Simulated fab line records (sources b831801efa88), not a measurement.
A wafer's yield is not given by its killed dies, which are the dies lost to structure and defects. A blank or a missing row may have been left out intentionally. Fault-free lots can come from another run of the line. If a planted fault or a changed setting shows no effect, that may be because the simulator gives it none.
Which tool is to blame? + flow gf180mcu + Sampling: 24 lots, 72 wafers, 4 of 602 route steps

WHAT THE GAUGES SHOWED, per wafer
GF_CONTACT_BOW_MEAS_05. Usual: CONTACT_BOW typically reads 66 um, with standard deviation 6.8.
| lot  | measured     | on            | CONTACT_BOW (um) | flag |
|------|--------------|---------------|------------------|------|
| L074 | day 15 02:17 | film_metro-03 | 62 60 61         |      |
| L075 | day 15 13:16 | film_metro-03 | 52 63 69         |      |
| L076 | day 15 17:33 | film_metro-01 | 70 54 55         |      |
| L077 | day 16 07:00 | film_metro-03 | 76 62 76         |      |
| L078 | day 16 17:10 | film_metro-01 | 58 61 57         |      |
| L079 | day 16 23:34 | film_metro-04 | 60 63 57         |      |
| L080 | day 17 05:06 | film_metro-04 | 77 62 70         |      |
| L081 | day 17 13:50 | film_metro-01 | 50 73 69         |      |
| L082 | day 17 19:55 | film_metro-04 | 64 53 65         |      |
| L083 | day 18 11:18 | film_metro-01 | 76 69 75         |      |
| L084 | day 18 18:24 | film_metro-01 | 66 70 77         |      |
| L085 | day 19 02:04 | film_metro-03 | 57 63 70         |      |
| L086 | day 19 14:14 | film_metro-01 | 66 60 72         |      |
| L087 | day 20 06:00 | film_metro-04 | 74 68 76         |      |
| L088 | day 20 08:46 | film_metro-04 | 78 67 77         |      |
| L089 | day 20 12:42 | film_metro-01 | 74 67 71         |      |
| L090 | day 21 05:44 | film_metro-04 | 66 62 66         |      |
| L091 | day 21 11:43 | film_metro-04 | 64 67 63         |      |
| L092 | day 21 17:17 | film_metro-04 | 54 60 76         |      |
| L093 | day 22 01:29 | film_metro-04 | 64 65 65         |      |
| L094 | day 22 08:23 | film_metro-01 | 66 59 61         |      |
| L095 | day 22 18:37 | film_metro-01 | 74 61 65         |      |
| L096 | day 22 22:52 | film_metro-04 | 55 56 60         |      |
| L097 | day 23 07:13 | film_metro-04 | 76 66 62         |      |

GF_V3_BOW_MEAS_05. Usual: V3_BOW typically reads 119 um, with standard deviation 7.6.
| lot  | measured     | on            | V3_BOW (um) | flag |
|------|--------------|---------------|-------------|------|
| L074 | day 21 06:01 | film_metro-04 | 115 115 117 |      |
| L075 | day 21 17:37 | film_metro-01 | 108 119 125 |      |
| L076 | day 21 23:32 | film_metro-04 | 117 100 102 |      |
| L077 | day 22 12:39 | film_metro-04 | 125 112 126 |      |
| L078 | day 22 21:55 | film_metro-01 | 109 115 109 |      |
| L079 | day 23 06:22 | film_metro-02 | 114 118 111 |      |
| L080 | day 23 10:50 | film_metro-04 | 128 111 118 |      |
| L081 | day 23 20:47 | film_metro-04 | 98 119 117  |      |
| L082 | day 24 00:49 | film_metro-04 | 119 105 119 |      |
| L083 | day 24 17:18 | film_metro-04 | 126 119 126 |      |
| L084 | day 24 23:52 | film_metro-04 | 118 122 130 |      |
| L085 | day 25 05:52 | film_metro-02 | 112 115 121 |      |
| L086 | day 25 17:13 | film_metro-01 | 116 112 123 |      |
| L087 | day 26 06:57 | film_metro-02 | 130 124 132 |      |
| L088 | day 26 09:19 | film_metro-01 | 137 123 135 |      |
| L089 | day 26 14:01 | film_metro-01 | 135 131 134 |      |
| L090 | day 27 02:39 | film_metro-02 | 124 121 124 |      |
| L091 | day 27 08:24 | film_metro-04 | 120 124 119 |      |
| L092 | day 27 14:59 | film_metro-04 | 102 106 123 |      |
| L093 | day 27 21:52 | film_metro-02 | 115 116 115 |      |
| L094 | day 28 03:35 | film_metro-01 | 119 111 112 |      |
| L095 | day 28 10:19 | film_metro-02 | 118 104 111 |      |
| L096 | day 28 15:31 | film_metro-02 | 111 113 116 |      |
| L097 | day 28 22:12 | film_metro-02 | 130 122 116 |      |

WHAT TOOL EACH LOT RAN ON (gives the tool, then ch and the chambers of the sampled wafers, and finally the start)
| lot  | GF_CONTACT_ETCH_16                 | GF_M1_STRIP_17                       |
|------|------------------------------------|--------------------------------------|
| L074 | rie_diel-01 ch 1,2, day 15 23:53   | plasma_asher-03 ch 1, day 16 23:15   |
| L075 | rie_diel-04 ch 0,2,3, day 16 11:17 | plasma_asher-04 ch 0,1, day 17 11:31 |
| L076 | rie_diel-01 ch 0,2,3, day 16 16:06 | plasma_asher-03 ch 0,1, day 17 16:58 |
| L077 | rie_diel-04 ch 0,1,3, day 17 06:05 | plasma_asher-04 ch 0,1, day 18 05:59 |
| L078 | rie_diel-02 ch 0,2,3, day 17 15:18 | plasma_asher-03 ch 0,1, day 18 15:44 |
| L079 | rie_diel-01 ch 0,3, day 17 22:06   | plasma_asher-04 ch 0,1, day 18 23:44 |
| L080 | rie_diel-02 ch 0,1,3, day 18 03:12 | plasma_asher-01 ch 0,1, day 19 04:44 |
| L081 | rie_diel-01 ch 1,3, day 18 13:24   | plasma_asher-03 ch 0,1, day 19 15:47 |
| L082 | rie_diel-02 ch 0,3, day 18 19:39   | plasma_asher-04 ch 1, day 19 20:39   |
| L083 | rie_diel-02 ch 2,3, day 19 11:38   | plasma_asher-01 ch 0, day 20 12:39   |
| L084 | rie_diel-04 ch 0,1,2, day 19 17:39 | plasma_asher-04 ch 0,1, day 20 19:28 |
| L085 | rie_diel-04 ch 0,1, day 20 02:22   | plasma_asher-04 ch 0,1, day 21 03:49 |
| L086 | rie_diel-04 ch 2,3, day 20 14:12   | plasma_asher-03 ch 0,1, day 21 15:31 |
| L087 | rie_diel-02 ch 0,1,3, day 21 06:03 | plasma_asher-04 ch 0,1, day 22 07:17 |
| L088 | rie_diel-01 ch 0,1, day 21 09:11   | plasma_asher-04 ch 0,1, day 22 09:47 |
| L089 | rie_diel-02 ch 0,2,3, day 21 12:58 | plasma_asher-03 ch 0, day 22 14:21   |
| L090 | rie_diel-01 ch 0,2,3, day 22 05:26 | plasma_asher-03 ch 0,1, day 23 05:59 |
| L091 | rie_diel-01 ch 0,2,3, day 22 11:15 | plasma_asher-01 ch 0,1, day 23 11:31 |
| L092 | rie_diel-02 ch 0,3, day 22 16:56   | plasma_asher-01 ch 0,1, day 23 17:16 |
| L093 | rie_diel-04 ch 2,3, day 23 00:47   | plasma_asher-03 ch 0,1, day 24 01:58 |
| L094 | rie_diel-02 ch 0,1,3, day 23 07:38 | plasma_asher-01 ch 1, day 24 07:34   |
| L095 | rie_diel-02 ch 0,1,3, day 23 17:18 | plasma_asher-01 ch 0,1, day 24 17:33 |
| L096 | rie_diel-04 ch 0,1, day 23 21:26   | plasma_asher-03 ch 0,1, day 24 21:27 |
| L097 | rie_diel-04 ch 0,3, day 24 05:50   | plasma_asher-04 ch 0,1, day 25 05:22 |
- GF_CONTACT_ETCH_16: etches BARC in N2/H2.
- GF_M1_STRIP_17: strips in O2/N2.

WHAT THE TOOLS THEMSELVES READ (means of the sampled wafers that have a number; where no wafer has one, the mark that the record gives instead)
GF_CONTACT_ETCH_16. Usual: drypump_motor_current_A 6.0 A, standard deviation 0.43; oes_product_au 0.854 a.u., standard deviation 0.005; throttle_valve_pct 13.225 %, standard deviation 0.0084.
| lot  | tool        | drypump_motor_current_A (A) | oes_product_au (a.u.) | throttle_valve_pct (%) | flag |
|------|-------------|-----------------------------|-----------------------|------------------------|------|
| L074 | rie_diel-01 | 6.5                         | 0.855                 | 13.224                 |      |
| L075 | rie_diel-04 | 5.6                         | 0.849                 | 13.221                 |      |
| L076 | rie_diel-01 | 5.9                         | 0.855                 | 13.216                 |      |
| L077 | rie_diel-04 | 6.1                         | 0.856                 | 13.231                 |      |
| L078 | rie_diel-02 | 6.0                         | 0.852                 | 13.223                 |      |
| L079 | rie_diel-01 | 5.7                         | 0.856                 | 13.225                 |      |
| L080 | rie_diel-02 | 5.8                         | 0.849                 | 13.216                 |      |
| L081 | rie_diel-01 | 6.4                         | 0.854                 | 13.234                 |      |
| L082 | rie_diel-02 | 5.8                         | 0.854                 | 13.213                 |      |
| L083 | rie_diel-02 | 6.1                         | 0.849                 | 13.224                 |      |
| L084 | rie_diel-04 | 5.9                         | 0.854                 | 13.220                 |      |
| L085 | rie_diel-04 | 6.2                         | 0.855                 | 13.226                 |      |
| L086 | rie_diel-04 | 5.5                         | 0.854                 | 13.224                 |      |
| L087 | rie_diel-02 | 5.8                         | 0.856                 | 13.217                 |      |
| L088 | rie_diel-01 | 6.1                         | 0.857                 | 13.229                 |      |
| L089 | rie_diel-02 | 5.9                         | 0.855                 | 13.222                 |      |
| L090 | rie_diel-01 | 5.9                         | 0.849                 | 13.224                 |      |
| L091 | rie_diel-01 | 5.9                         | 0.853                 | 13.222                 |      |
| L092 | rie_diel-02 | 5.8                         | 0.853                 | 13.215                 |      |
| L093 | rie_diel-04 | 5.5                         | 0.852                 | 13.225                 |      |
| L094 | rie_diel-02 | 5.8                         | 0.858                 | 13.223                 |      |
| L095 | rie_diel-02 | 5.8                         | 0.854                 | 13.225                 |      |
| L096 | rie_diel-04 | 6.2                         | 0.855                 | 13.228                 |      |
| L097 | rie_diel-04 | 5.8                         | 0.858                 | 13.233                 |      |

GF_M1_STRIP_17. Usual: drypump_motor_current_A 5.8 A, standard deviation 0.58; heater_power_w 339 W, standard deviation 30; o2_flow_sccm 2999 sccm, standard deviation 10; oes_product_au 0.557 a.u., standard deviation 0.0049; strip_time_to_endpoint_s 7.86 s, standard deviation 0.047.
| lot  | tool            | drypump_motor_current_A (A) | heater_power_w (W) | o2_flow_sccm (sccm) | oes_product_au (a.u.) | strip_time_to_endpoint_s (s) | flag |
|------|-----------------|-----------------------------|--------------------|---------------------|-----------------------|------------------------------|------|
| L074 | plasma_asher-03 | 4.8                         | 297                | 2997                | 0.557                 | 7.81                         |      |
| L075 | plasma_asher-04 | 6.0                         | 337                | 3001                | 0.555                 | 7.85                         |      |
| L076 | plasma_asher-03 | 5.7                         | 357                | 2990                | 0.549                 | 7.89                         |      |
| L077 | plasma_asher-04 | 6.0                         | 330                | 3009                | 0.556                 | 7.85                         |      |
| L078 | plasma_asher-03 | 5.7                         | 346                | 2996                | 0.555                 | 7.84                         |      |
| L079 | plasma_asher-04 | 6.0                         | 335                | 3001                | 0.552                 | 7.81                         |      |
| L080 | plasma_asher-01 | 5.7                         | 346                | 2997                | 0.556                 | 7.87                         |      |
| L081 | plasma_asher-03 | 5.2                         | 318                | 3010                | 0.557                 | 7.86                         |      |
| L082 | plasma_asher-04 | 6.1                         | 342                | 2993                | 0.564                 | 7.90                         |      |
| L083 | plasma_asher-01 | 5.3                         | 329                | 3001                | 0.559                 | 7.82                         |      |
| L084 | plasma_asher-04 | 6.0                         | 329                | 3000                | 0.553                 | 7.86                         |      |
| L085 | plasma_asher-04 | 6.0                         | 337                | 3009                | 0.553                 | 7.80                         |      |
| L086 | plasma_asher-03 | 5.2                         | 317                | 3001                | 0.559                 | 7.87                         |      |
| L087 | plasma_asher-04 | 6.0                         | 322                | 2995                | 0.556                 | 7.88                         |      |
| L088 | plasma_asher-04 | 6.0                         | 334                | 2990                | 0.563                 | 7.85                         |      |
| L089 | plasma_asher-03 | 6.1                         | 376                | 2990                | 0.560                 | 7.89                         |      |
| L090 | plasma_asher-03 | 5.2                         | 321                | 3001                | 0.552                 | 7.87                         |      |
| L091 | plasma_asher-01 | 5.7                         | 348                | 2998                | 0.556                 | 7.81                         |      |
| L092 | plasma_asher-01 | 5.7                         | 345                | 3012                | 0.558                 | 7.82                         |      |
| L093 | plasma_asher-03 | 5.3                         | 314                | 3001                | 0.556                 | 7.89                         |      |
| L094 | plasma_asher-01 | 6.6                         | 380                | 3004                | 0.556                 | 7.87                         |      |
| L095 | plasma_asher-01 | 5.7                         | 345                | 2991                | 0.557                 | 7.88                         |      |
| L096 | plasma_asher-03 | 5.2                         | 317                | 2998                | 0.560                 | 7.89                         |      |
| L097 | plasma_asher-04 | 6.0                         | 328                | 3005                | 0.558                 | 7.89                         |      |

THE ANSWER, worked out from the rows above alone
Rule: lot off if the mean of its wafers having a number is beyond 3 standard deviations from the usual mean. A lot without any number at a reading at which 4 lots or more have one is off too. All remaining lots with rows at the step are treated as sound. After the gauges, taken in route order, come the tools' own readings; for these a lot's mean is taken, as printed above. At the first step where some lot is off, the reading lying furthest off is the one used; lots without a number count as furthest.
No lot is off on any of the readings shown, so nothing can be concluded from this.

WHAT THE SIMULATOR HAD INSERTED
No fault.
